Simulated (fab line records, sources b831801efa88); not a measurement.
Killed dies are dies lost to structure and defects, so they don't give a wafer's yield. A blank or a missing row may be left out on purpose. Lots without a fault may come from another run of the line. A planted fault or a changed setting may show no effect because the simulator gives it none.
fab line records | flow sky130
record lots=6 wafers=18 last_day=50
route steps=708 shown SD_P@320 RES_XHIGH@332 PAD_OPEN@708
lots that met no fault: from a run of the same line without faults
start_h: hours from the record's first day to the start of the lot's first wafer shown | wait_h: hours since the lot's step before | " the same as in the row above | L1.1+2: a row that stands for several wafers | - no value, or no start given | * or withheld: withheld | < > ~ a bound
route shown NAME@n: a module of which the file shows steps, and the number in the route of the first | usual: mean/standard deviation of fault-free wafers | same: alike in all rows | chamber/n: place in a boat | sites: the reading at each site | _std_site: their standard deviation | _edge_site: outer sites' mean less inner sites' | radius_mm: how far each site lies from the wafer's centre | mask NAME#n: copy n | behind: the tool/chamber that last shaped the wafer | hold: why the lot was held/for how many hours/how that ended | device: the transistor (n, p or np) that didn't switch | end of line: the same wafers' tests at the end of the route | a step without rows: its recipe alone | killed: dies lost to structure and defects at the first sort, not the wafer's yield | map: a wafer's dies, x killed, . not, _ none there
set.NAME: the setting as run; set.NAME@STEP: as run at that earlier step | model.NAME: the simulator's own value behind a step, which no gauge read
lots at some steps of the route; a table a step, a row a wafer
services: from which hour (start_h, from the record's first day; less than 0 if before it) a tool's chamber was out of use, for how many hours, and why
## steps
# step SKY_SD_P_DEHYDRATE_00
# recipe temp_c=200 time_s=60
# step SKY_SD_P_HMDS_01
# recipe prime_time_s=60 prime_temp_c=120
# step SKY_SD_P_COAT_02
# recipe resist=NOVOLAK spin_rpm=3000 resist_thk_nm=1140
# step SKY_SD_P_SOFTBAKE_03
# recipe temp_c=90 time_s=60 resist=NOVOLAK
# step SKY_SD_P_EXPOSE_04
# recipe mask_id=PSDM na=0.6 source_shape=conventional sigma_outer=0.6 polarization=unpolarized target_cd_nm=380 dose_mj=138
# step SKY_SD_P_PEB_05
# recipe temp_c=withheld time_s=* resist=NOVOLAK
# step SKY_SD_P_DEVELOP_06
# recipe resist=NOVOLAK developer=TMAH develop_time_s=60 dev_temp_c=23
# step SKY_SD_P_CD_MEAS_07
# recipe target_cd_nm=380
# usual cd_nm=380.9/1.8
# columns lot.wafer tool chamber start_h wait_h cd_nm
L694.3 cd_sem-01 - 628.88 0.1 383.2
L694.5 " - " " 383.5
L694.6 " - " " 383.3
L696.1 cd_sem-02 - 665.74 0.1 381.6
L696.2 " - " " 377.9
L696.4 " - " " 380.4
L697.1 cd_sem-02 - 666.64 0.1 380.9
L697.3 " - " " 382.6
L697.4 " - " " 381.5
L708.3 cd_sem-01 - 740.33 0.1 381.8
L708.4 " - " " 384.1
L708.5 " - " " 379.6
L710.1 cd_sem-01 - 754.52 0.1 379.3
L710.2 " - " " 381.3
L710.5 " - " " 379.9
L712.4 cd_sem-01 - 776.70 0.1 382.0
L712.5 " - " " 379.5
L712.6 " - " " 379.0
# step SKY_SD_P_OVL_MEAS_08
# usual SD_P_OVL=0.2/1.1
# columns lot.wafer tool chamber start_h wait_h SD_P_OVL[nm]
L694.3 overlay-02 - 628.97 0.1 -0.9
L694.5 " - " " -0.7
L694.6 " - " " 1.8
L696.1 overlay-02 - 665.86 0.1 1.6
L696.2 " - " " 0.4
L696.4 " - " " 1.1
L697.1 overlay-01 - 666.76 0.1 -1.1
L697.3 " - " " -1.7
L697.4 " - " " -1.2
L708.3 overlay-02 - 740.42 0.1 -1.3
L708.4 " - " " -0.9
L708.5 " - " " 0.5
L710.1 overlay-01 - 754.64 0.1 0.4
L710.2 " - " " -1.2
L710.5 " - " " 0.2
L712.4 overlay-01 - 776.77 0.1 -0.6
L712.5 " - " " 0.4
L712.6 " - " " 0.1
# step SKY_SD_P_IMPLANT_09
# recipe species=BF2 energy_kev=20 dose_cm2=3e+15 tilt_deg=0
# step SKY_SD_P_STRIP_10
# recipe chemistry=O2/N2 power_w=1400 pressure_mtorr=1500 platen_temp_c=withheld o2_flow_sccm=3000 n2_flow_sccm=300 overash_fraction=0.5
# usual drypump_motor_current_A=6.0/0.4 oes_product_au=0.618/0.0048 strip_time_to_endpoint_s=17.49/0.036
# columns lot.wafer tool chamber start_h wait_h drypump_motor_current_A oes_product_au rf_hours_counter_h strip_time_to_endpoint_s
L694.3 plasma_asher-01 0 629.18 0.1 5.5 0.621 - 17.50
L694.5 " 0 " " 5.6 0.610 - 17.48
L694.6 " 1 " " 6.2 0.620 - 17.45
L696.1 plasma_asher-04 1 666.04 0.1 6.7 0.614 99 17.51
L696.2 " 0 " " 6.2 0.622 99 17.46
L696.4 " 0 " " 6.2 0.618 - 17.49
L697.1 plasma_asher-04 1 666.94 0.1 6.7 0.625 99 17.45
L697.3 " 0 " " 6.2 0.611 - 17.48
L697.4 " 1 " " 6.7 0.622 - 17.47
L708.3 plasma_asher-01 0 740.63 0.1 5.5 0.614 - 17.46
L708.4 " 1 " " 6.1 0.621 - 17.48
L708.5 " 0 " " 5.5 0.613 - 17.44
L710.1 plasma_asher-04 0 754.83 0.1 6.2 0.613 1 17.50
L710.2 " 1 " " 6.7 0.618 1 17.48
L710.5 " 0 " " 6.2 0.621 - 17.54
L712.4 plasma_asher-01 0 776.98 0.1 5.5 0.616 - 17.47
L712.5 " 1 " " 6.1 0.620 - 17.48
L712.6 " 0 " " 5.5 0.614 - 17.47
# step SKY_SD_P_TW_MEAS_11
# usual SD_P_TW=2823/18
# columns lot.wafer tool chamber start_h wait_h SD_P_TW
L694.3 film_metro-01 - 629.26 0.1 2833
L694.5 " - " " 2827
L694.6 " - " " 2837
L696.1 film_metro-02 - 666.14 0.1 2804
L696.2 " - " " 2809
L696.4 " - " " 2814
L697.1 film_metro-01 - 667.04 0.1 2804
L697.3 " - " " 2829
L697.4 " - " " 2834
L708.3 film_metro-02 - 740.73 0.1 2802
L708.4 " - " " 2796
L708.5 " - " " 2800
L710.1 film_metro-01 - 754.93 0.1 2801
L710.2 " - " " 2828
L710.5 " - " " 2822
L712.4 film_metro-02 - 777.07 0.1 2821
L712.5 " - " " 2819
L712.6 " - " " 2803
# step SKY_RES_XHIGH_DEHYDRATE_00
# recipe temp_c=200 time_s=60
# usual chill_plate_temp_C=23.02/0.095 heater_power_total_W=160.38/0.12 plate_temp_C=200.02/0.16
# same time_s=60
# columns lot.wafer tool chamber start_h wait_h chill_plate_temp_C heater_power_total_W plate_temp_C
L694.3 litho_track-04 0 643.68 14.4 22.97 160.36 200.20
L694.5 " 0 " " 23.05 160.31 200.34
L694.6 " 0 " " 23.10 160.15 200.11
L696.1 litho_track-04 0 679.78 13.6 23.18 165.56 205.37
L696.2 " 0 " " 23.02 165.72 205.38
L696.4 " 0 " " 22.99 165.49 205.30
L697.1 litho_track-04 0 681.33 14.3 23.04 165.60 205.21
L697.3 " 0 " " 23.22 165.45 205.18
L697.4 " 0 " " 22.91 165.70 205.13
L708.3 litho_track-01 0 753.32 12.6 22.85 160.45 200.00
L708.4 " 0 " " 23.17 160.63 200.05
L708.5 " 0 " " 23.01 160.39 199.99
L710.1 litho_track-03 0 768.19 13.2 22.98 160.51 199.84
L710.2 " 0 " " 23.11 160.43 200.02
L710.5 " 0 " " 23.08 160.48 199.96
L712.4 litho_track-03 0 789.21 12.1 23.07 160.37 199.98
L712.5 " 0 " " 23.06 160.26 200.08
L712.6 " 0 " " 22.94 160.61 199.98
# step SKY_RES_XHIGH_HMDS_01
# recipe prime_time_s=60 prime_temp_c=120
# step SKY_PAD_OPEN_PROBE_99
# usual killed_at_M0_to_M3=43/7.7 killed_at_M4_up=2.9/1.7 killed_at_contacts=24/5.5 killed_at_front_end=15/4 killed_at_other=0.4/0.66 killed_dies=86/9.4 killed_open=47/6.7 killed_short=38/6.2
# same gross_dies=492 killed_at_back_side=0
# columns lot.wafer tool chamber start_h wait_h killed_at_M0_to_M3 killed_at_M4_up killed_at_contacts killed_at_front_end killed_at_other killed_dies killed_open killed_short
L694.3 prober-01 - 1105.76 0.2 57 5 13 12 0 87 52 35
L694.5 prober-01 - 1105.86 0.2 40 3 27 18 2 90 54 36
L694.6 prober-01 - 1105.91 0.2 34 4 23 27 0 88 46 41
L696.1 prober-01 - 1130.45 0.1 51 5 28 12 1 97 54 40
L696.2 prober-01 - 1130.50 0.1 42 2 24 18 0 86 48 33
L696.4 prober-01 - 1130.60 0.2 56 6 24 17 1 104 47 55
L697.1 prober-02 - 1131.25 0.1 35 5 27 12 0 79 42 37
L697.3 prober-02 - 1131.35 0.2 45 4 25 20 0 94 51 42
L697.4 prober-02 - 1131.40 0.2 45 2 26 11 0 84 52 32
L708.3 prober-01 - 1177.12 0.2 39 3 17 12 0 71 31 39
L708.4 prober-01 - 1177.17 0.2 53 1 25 16 1 96 47 48
L708.5 prober-01 - 1177.22 0.2 36 4 21 16 0 77 44 33
L710.1 prober-01 - 1188.46 0.1 37 3 17 11 0 68 26 42
L710.2 prober-01 - 1188.51 0.1 47 3 21 11 0 82 41 41
L710.5 prober-01 - 1188.66 0.2 29 1 18 17 0 65 37 28
L712.4 prober-01 - 1200.41 0.2 47 4 26 11 2 90 47 43
L712.5 prober-01 - 1200.46 0.2 31 3 20 9 1 64 42 22
L712.6 prober-01 - 1200.51 0.2 51 4 20 13 2 90 51 39
# killed by level:class
L694.3 VIA1:geometric_particle:open=16 VIA3:geometric_particle:open=9 VIA2:geometric_particle:open=7 LOCAL_INTERCONNECT:geometric_particle:short=5 VIA1:geometric_particle:short=5 FIELD_ISO:geometric_particle:open=4 POLY_GATE:geometric_particle:open=4 METAL2:geometric_particle:short=4
L694.5 VIA1:geometric_particle:open=14 CONTACT:geometric_particle:open=9 VIA2:geometric_particle:open=8 POLY_GATE:geometric_particle:open=6 LOCAL_INTERCONNECT:geometric_particle:short=6 VIA3:geometric_particle:open=6 POLY_GATE:geometric_particle:short=5 FIELD_ISO:geometric_particle:open=4
L694.6 CONTACT:geometric_particle:open=12 FIELD_ISO:geometric_particle:open=9 VIA3:geometric_particle:open=8 POLY_GATE:geometric_particle:short=6 VIA1:geometric_particle:short=6 VIA1:geometric_particle:open=6 FIELD_ISO:geometric_particle:short=5 POLY_GATE:geometric_particle:open=5
L696.1 CONTACT:geometric_particle:open=13 VIA1:geometric_particle:open=12 VIA1:geometric_particle:short=11 LI_CONTACT:geometric_particle:open=7 FIELD_ISO:geometric_particle:open=6 VIA2:geometric_particle:open=6 LI_CONTACT:geometric_particle:short=5 METAL2:geometric_particle:short=4
L696.2 CONTACT:geometric_particle:open=11 VIA1:geometric_particle:open=10 FIELD_ISO:geometric_particle:open=7 METAL1:geometric_particle:short=7 LI_CONTACT:geometric_particle:open=5 VIA2:geometric_particle:open=5 LI_CONTACT:geometric_particle:short=4 VIA1:geometric_particle:short=4
L696.4 VIA1:geometric_particle:open=13 VIA1:geometric_particle:short=11 FIELD_ISO:geometric_particle:short=9 LI_CONTACT:geometric_particle:open=7 METAL2:geometric_particle:short=7 CONTACT:geometric_particle:open=6 VIA3:geometric_particle:open=6 FIELD_ISO:geometric_particle:open=5
L697.1 CONTACT:geometric_particle:open=12 LI_CONTACT:geometric_particle:open=5 VIA2:geometric_particle:open=5 VIA3:geometric_particle:open=5 POLY_GATE:geometric_particle:short=4 LOCAL_INTERCONNECT:geometric_particle:short=4 METAL1:geometric_particle:short=4 VIA1:geometric_particle:open=4
L697.3 VIA1:geometric_particle:open=12 VIA2:geometric_particle:open=8 CONTACT:geometric_particle:open=6 LI_CONTACT:geometric_particle:open=5 FIELD_ISO:geometric_particle:open=5 LOCAL_INTERCONNECT:geometric_particle:short=5 LI_CONTACT:geometric_particle:short=5 VIA1:geometric_particle:short=5
L697.4 VIA1:geometric_particle:open=14 LI_CONTACT:geometric_particle:open=12 CONTACT:geometric_particle:open=8 METAL2:geometric_particle:short=6 VIA2:geometric_particle:open=5 VIA3:geometric_particle:short=5 FIELD_ISO:geometric_particle:short=4 VIA3:geometric_particle:open=4
L708.3 VIA2:geometric_particle:open=8 METAL1:geometric_particle:short=7 VIA2:geometric_particle:short=6 LOCAL_INTERCONNECT:geometric_particle:short=5 VIA1:geometric_particle:open=4 CONTACT:geometric_particle:open=4 METAL1:geometric_particle:open=4 FIELD_ISO:geometric_particle:short=3
L708.4 VIA2:geometric_particle:open=10 VIA1:geometric_particle:open=9 METAL1:geometric_particle:short=8 LI_CONTACT:geometric_particle:open=8 CONTACT:geometric_particle:short=7 CONTACT:geometric_particle:open=6 FIELD_ISO:geometric_particle:short=5 VIA1:geometric_particle:short=5
L708.5 CONTACT:geometric_particle:open=11 LI_CONTACT:geometric_particle:open=7 VIA1:geometric_particle:open=7 METAL1:geometric_particle:short=6 FIELD_ISO:geometric_particle:open=4 FIELD_ISO:geometric_particle:short=4 POLY_GATE:geometric_particle:open=4 METAL4:geometric_particle:short=4
L710.1 METAL2:geometric_particle:short=7 VIA2:geometric_particle:open=6 VIA1:geometric_particle:short=5 CONTACT:geometric_particle:open=5 POLY_GATE:geometric_particle:short=4 LI_CONTACT:geometric_particle:open=4 CONTACT:geometric_particle:short=4 VIA2:geometric_particle:short=4
L710.2 VIA3:geometric_particle:open=10 VIA1:geometric_particle:open=9 CONTACT:geometric_particle:open=7 LI_CONTACT:geometric_particle:open=5 LOCAL_INTERCONNECT:geometric_particle:short=5 METAL1:geometric_particle:short=5 VIA3:geometric_particle:short=5 FIELD_ISO:geometric_particle:open=4
L710.5 CONTACT:geometric_particle:open=7 LOCAL_INTERCONNECT:geometric_particle:short=6 VIA1:geometric_particle:open=6 VIA3:geometric_particle:open=6 FIELD_ISO:geometric_particle:open=5 METAL2:geometric_particle:short=5 VIA2:geometric_particle:open=4 FIELD_ISO:geometric_particle:short=3
L712.4 CONTACT:geometric_particle:open=11 VIA2:geometric_particle:open=8 METAL2:geometric_particle:short=7 VIA3:geometric_particle:open=7 LOCAL_INTERCONNECT:geometric_particle:short=5 VIA1:geometric_particle:open=5 LI_CONTACT:geometric_particle:open=4 CONTACT:geometric_particle:short=4
L712.5 VIA1:geometric_particle:open=13 LI_CONTACT:geometric_particle:open=7 CONTACT:geometric_particle:open=6 VIA2:geometric_particle:open=6 CONTACT:geometric_particle:short=4 FIELD_ISO:geometric_particle:open=3 POLY_GATE:geometric_particle:short=3 METAL1:geometric_particle:short=3
L712.6 VIA1:geometric_particle:open=10 VIA2:geometric_particle:open=9 METAL1:geometric_particle:short=9 CONTACT:geometric_particle:open=8 METAL2:geometric_particle:short=7 LI_CONTACT:geometric_particle:open=5 VIA3:geometric_particle:open=5 FIELD_ISO:geometric_particle:open=4
## services
# columns tool chamber start_h hours kind
plasma_asher-01 - 652.71 3.1 repair
plasma_asher-04 - 733.75 9.0 pm
plasma_asher-04 0 733.75 9.0 vent_cycle
plasma_asher-04 1 733.75 9.0 vent_cycle
plasma_asher-04 0 742.75 - clean
plasma_asher-04 1 742.75 - clean
plasma_asher-04 - 747.05 6.3 pm
## key
first_sign step=SKY_RES_XHIGH_DEHYDRATE_00 reading=heater_power_total_W direction=up sigmas=42 usual=* struck=*
effect step=SKY_RES_XHIGH_DEHYDRATE_00 reading=plate_temp_C direction=up sigmas=34 usual=* struck=*
met_at SKY_RES_XHIGH_DEHYDRATE_00
struck_wafers L696.1,L696.2,L696.4,L697.1,L697.3,L697.4
tester_left_out L696,L697
onset_between 643.68 679.78
fault kind=process_parameter_drift tool=litho_track-04 chamber=- onset_h=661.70 steps=SKY_RES_XHIGH_DEHYDRATE_00 channel=temp_c offset=* shape=step end_h=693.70 acts_in=* stated=*
# tester_left_out: of these lots the tester's yield and bins aren't shown, on N5 and GAA mostly nor the transistor test; their killed dies are dies lost to structure and defects alone, not to doping, threshold or leakage, so they don't give the yield
